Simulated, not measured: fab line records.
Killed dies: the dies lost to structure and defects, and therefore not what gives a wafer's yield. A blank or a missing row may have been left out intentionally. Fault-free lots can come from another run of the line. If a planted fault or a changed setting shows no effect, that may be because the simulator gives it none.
Commonality check across tools / flow gf180mcu / 11 lots, 33 wafers sampled

== REASON IT WAS OPENED ==
At GF_VT_IMPLANT_TW_MEAS_32 the reading VT_IMPLANT_3_TW is flagged on 1 of 11 lots. Wafers without a fault read 266.5, standard deviation 2.8.
Rule: a lot is flagged in two cases, either no wafer of it has a number, or all its wafers with numbers fall more than 4 standard deviations from that mean. As for the other lots, they are considered sound.

lot=L918; measured=day 6 20:50; on=film_metro-03; VT_IMPLANT_3_TW, wafer by wafer=264.1 264.3 263.8; flag=
lot=L919; measured=day 7 06:14; on=film_metro-01; VT_IMPLANT_3_TW, wafer by wafer=271.8 271.0 270.3; flag=
lot=L920; measured=day 7 11:41; on=film_metro-04; VT_IMPLANT_3_TW, wafer by wafer=263.9 264.1 264.9; flag=
lot=L921; measured=day 7 16:56; on=film_metro-04; VT_IMPLANT_3_TW, wafer by wafer=262.2 262.6 263.3; flag=
lot=L923; measured=day 8 09:12; on=film_metro-03; VT_IMPLANT_3_TW, wafer by wafer=265.2 264.4 263.8; flag=
lot=L927; measured=day 9 09:55; on=film_metro-04; VT_IMPLANT_3_TW, wafer by wafer=267.1 266.9 268.6; flag=
lot=L930; measured=day 10 02:23; on=film_metro-04; VT_IMPLANT_3_TW, wafer by wafer=265.7 264.4 264.6; flag=
lot=L931; measured=day 10 10:01; on=film_metro-04; VT_IMPLANT_3_TW, wafer by wafer=29.8 29.6 29.5; flag=FLAGGED
lot=L936; measured=day 11 18:55; on=film_metro-01; VT_IMPLANT_3_TW, wafer by wafer=272.0 270.6 271.8; flag=
lot=L939; measured=day 12 15:55; on=film_metro-01; VT_IMPLANT_3_TW, wafer by wafer=270.0 269.2 270.0; flag=
lot=L941; measured=day 13 07:52; on=film_metro-04; VT_IMPLANT_3_TW, wafer by wafer=263.7 265.6 265.7; flag=
The numbers of the flagged lots are 29.6 on average: -236.9 against the usual, or -85 standard deviations.

== WHICH TOOL RAN EACH LOT ==
Before the reading, the record contains 4 process steps out of a 602-step route. Each cell gives the tool, then ch followed by the chambers the sampled wafers passed through, then the start.
lot=L918; flag=; GF_LVPWELL_STRIP_10=plasma_asher-02 ch 0,1, day 3 19:46; GF_MVSD_STRIP_10=plasma_asher-04 ch 0,1, day 4 10:13; GF_VT_IMPLANT_STRIP_20=plasma_asher-04 ch 0,1, day 6 05:38; GF_VT_IMPLANT_STRIP_31=plasma_asher-03 ch 0,1, day 6 20:44
lot=L919; flag=; GF_LVPWELL_STRIP_10=plasma_asher-04 ch 0,1, day 4 04:23; GF_MVSD_STRIP_10=plasma_asher-03 ch 0,1, day 4 17:41; GF_VT_IMPLANT_STRIP_20=plasma_asher-02 ch 0,1, day 6 14:14; GF_VT_IMPLANT_STRIP_31=plasma_asher-04 ch 0,1, day 7 06:08
lot=L920; flag=; GF_LVPWELL_STRIP_10=plasma_asher-04 ch 0,1, day 4 09:29; GF_MVSD_STRIP_10=plasma_asher-04 ch 0,1, day 4 23:35; GF_VT_IMPLANT_STRIP_20=plasma_asher-04 ch 0,1, day 6 20:43; GF_VT_IMPLANT_STRIP_31=plasma_asher-03 ch 0,1, day 7 11:35
lot=L921; flag=; GF_LVPWELL_STRIP_10=plasma_asher-01 ch 0,1, day 4 12:29; GF_MVSD_STRIP_10=plasma_asher-04 ch 0,1, day 5 03:13; GF_VT_IMPLANT_STRIP_20=plasma_asher-04 ch 0,1, day 7 00:50; GF_VT_IMPLANT_STRIP_31=plasma_asher-03 ch 0,1, day 7 16:49
lot=L923; flag=; GF_LVPWELL_STRIP_10=plasma_asher-02 ch 0,1, day 5 03:34; GF_MVSD_STRIP_10=plasma_asher-03 ch 0,1, day 5 18:22; GF_VT_IMPLANT_STRIP_20=plasma_asher-02 ch 0,1, day 7 16:58; GF_VT_IMPLANT_STRIP_31=plasma_asher-03 ch 0,1, day 8 09:07
lot=L927; flag=; GF_LVPWELL_STRIP_10=plasma_asher-02 ch 0,1, day 6 00:43; GF_MVSD_STRIP_10=plasma_asher-03 ch 0,1, day 6 15:46; GF_VT_IMPLANT_STRIP_20=plasma_asher-02 ch 0,1, day 8 16:43; GF_VT_IMPLANT_STRIP_31=plasma_asher-03 ch 0,1, day 9 09:49
lot=L930; flag=; GF_LVPWELL_STRIP_10=plasma_asher-01 ch 0,1, day 6 16:07; GF_MVSD_STRIP_10=plasma_asher-04 ch 0,1, day 7 07:35; GF_VT_IMPLANT_STRIP_20=plasma_asher-04 ch 0,1, day 9 08:38; GF_VT_IMPLANT_STRIP_31=plasma_asher-04 ch 0, day 10 02:16
lot=L931; flag=FLAGGED; GF_LVPWELL_STRIP_10=plasma_asher-01 ch 1, day 6 22:47; GF_MVSD_STRIP_10=plasma_asher-03 ch 0, day 7 14:38; GF_VT_IMPLANT_STRIP_20=plasma_asher-02 ch 0,1, day 9 15:55; GF_VT_IMPLANT_STRIP_31=plasma_asher-02 ch 0,1, day 10 09:55
lot=L936; flag=; GF_LVPWELL_STRIP_10=plasma_asher-04 ch 0,1, day 8 01:56; GF_MVSD_STRIP_10=plasma_asher-04 ch 0,1, day 8 18:38; GF_VT_IMPLANT_STRIP_20=plasma_asher-04 ch 0,1, day 11 00:13; GF_VT_IMPLANT_STRIP_31=plasma_asher-03 ch 0,1, day 11 18:49
lot=L939; flag=; GF_LVPWELL_STRIP_10=plasma_asher-02 ch 0,1, day 8 19:22; GF_MVSD_STRIP_10=plasma_asher-03 ch 0,1, day 9 13:01; GF_VT_IMPLANT_STRIP_20=plasma_asher-03 ch 0,1, day 11 20:11; GF_VT_IMPLANT_STRIP_31=plasma_asher-03 ch 0,1, day 12 15:49
lot=L941; flag=; GF_LVPWELL_STRIP_10=plasma_asher-02 ch 0,1, day 9 09:40; GF_MVSD_STRIP_10=plasma_asher-03 ch 0,1, day 10 03:46; GF_VT_IMPLANT_STRIP_20=plasma_asher-03 ch 0,1, day 12 12:20; GF_VT_IMPLANT_STRIP_31=plasma_asher-04 ch 0,1, day 13 07:46
These steps, and what they do:
- GF_LVPWELL_STRIP_10: strips in O2/N2.
- GF_MVSD_STRIP_10: strips in O2/N2.
- GF_VT_IMPLANT_STRIP_20: strips in O2/N2.
- GF_VT_IMPLANT_STRIP_31: strips in O2/N2.
- GF_VT_IMPLANT_TW_MEAS_32

== FLAGGED AGAINST TOTAL, ONE TOOL AT A TIME (gauges that did the reading follow at the end) ==
step=GF_LVPWELL_STRIP_10; tool=plasma_asher-01; lots run=3; flagged=1; share of the flagged lots=all; sound lots run after its first flagged lot=0
step=GF_LVPWELL_STRIP_10; tool=plasma_asher-02; lots run=5; flagged=0; share of the flagged lots=none; sound lots run after its first flagged lot=-
step=GF_LVPWELL_STRIP_10; tool=plasma_asher-04; lots run=3; flagged=0; share of the flagged lots=none; sound lots run after its first flagged lot=-
step=GF_MVSD_STRIP_10; tool=plasma_asher-03; lots run=6; flagged=1; share of the flagged lots=all; sound lots run after its first flagged lot=2 (L939,L941)
step=GF_MVSD_STRIP_10; tool=plasma_asher-04; lots run=5; flagged=0; share of the flagged lots=none; sound lots run after its first flagged lot=-
step=GF_VT_IMPLANT_STRIP_20; tool=plasma_asher-02; lots run=4; flagged=1; share of the flagged lots=all; sound lots run after its first flagged lot=0
step=GF_VT_IMPLANT_STRIP_20; tool=plasma_asher-03; lots run=2; flagged=0; share of the flagged lots=none; sound lots run after its first flagged lot=-
step=GF_VT_IMPLANT_STRIP_20; tool=plasma_asher-04; lots run=5; flagged=0; share of the flagged lots=none; sound lots run after its first flagged lot=-
step=GF_VT_IMPLANT_STRIP_31; tool=plasma_asher-02; lots run=1; flagged=1; share of the flagged lots=all; sound lots run after its first flagged lot=0
step=GF_VT_IMPLANT_STRIP_31; tool=plasma_asher-03; lots run=7; flagged=0; share of the flagged lots=none; sound lots run after its first flagged lot=-
step=GF_VT_IMPLANT_STRIP_31; tool=plasma_asher-04; lots run=3; flagged=0; share of the flagged lots=none; sound lots run after its first flagged lot=-
step=GF_VT_IMPLANT_TW_MEAS_32; tool=film_metro-01; lots run=3; flagged=0; share of the flagged lots=none; sound lots run after its first flagged lot=-
step=GF_VT_IMPLANT_TW_MEAS_32; tool=film_metro-03; lots run=2; flagged=0; share of the flagged lots=none; sound lots run after its first flagged lot=-
step=GF_VT_IMPLANT_TW_MEAS_32; tool=film_metro-04; lots run=6; flagged=1; share of the flagged lots=all; sound lots run after its first flagged lot=1 (L941)

== WHAT THE TABLE ALLOWS ==
5 rows of the table ran every flagged lot: plasma_asher-01 at GF_LVPWELL_STRIP_10, plasma_asher-03 at GF_MVSD_STRIP_10, plasma_asher-02 at GF_VT_IMPLANT_STRIP_20, plasma_asher-02 at GF_VT_IMPLANT_STRIP_31, film_metro-04 at GF_VT_IMPLANT_TW_MEAS_32.
- plasma_asher-01 at GF_LVPWELL_STRIP_10 ran 3 lots, 1 of them flagged. Last sound lot L930 at day 6 16:07, first flagged lot L931 at day 6 22:47; a fault beginning in between fits.
- plasma_asher-03 at GF_MVSD_STRIP_10 ran 6 lots, 1 of them flagged. Lots that were sound ran on it after the first flagged one (L939, L941); a persistent fault on the entire tool would not allow that.
- plasma_asher-02 at GF_VT_IMPLANT_STRIP_20 ran 4 lots, 1 of them flagged. Last sound lot L927 at day 8 16:43, first flagged lot L931 at day 9 15:55; a fault beginning in between fits. Its own readings lie more than 4 standard deviations out on every wafer of the flagged lots: oes_product_au.
- plasma_asher-02 at GF_VT_IMPLANT_STRIP_31: 1 of its 1 lot flagged. No sound lot ran on it before its first flagged lot in this sample; the start therefore can't be narrowed down. Its own readings lie more than 4 standard deviations out on every wafer of the flagged lots: strip_time_to_endpoint_s.
- film_metro-04 at GF_VT_IMPLANT_TW_MEAS_32 ran 6 lots, 1 of them flagged. Lots that were sound ran on it after the first flagged one (L941); a persistent fault on the entire tool would not allow that.
Counting lots can't tell these 2 tools apart, because each fits a fault that began at some hour. More lots, or a look at what each step does to the wafer, might.

== WHAT WAS PUT IN BY THE SIMULATOR ==
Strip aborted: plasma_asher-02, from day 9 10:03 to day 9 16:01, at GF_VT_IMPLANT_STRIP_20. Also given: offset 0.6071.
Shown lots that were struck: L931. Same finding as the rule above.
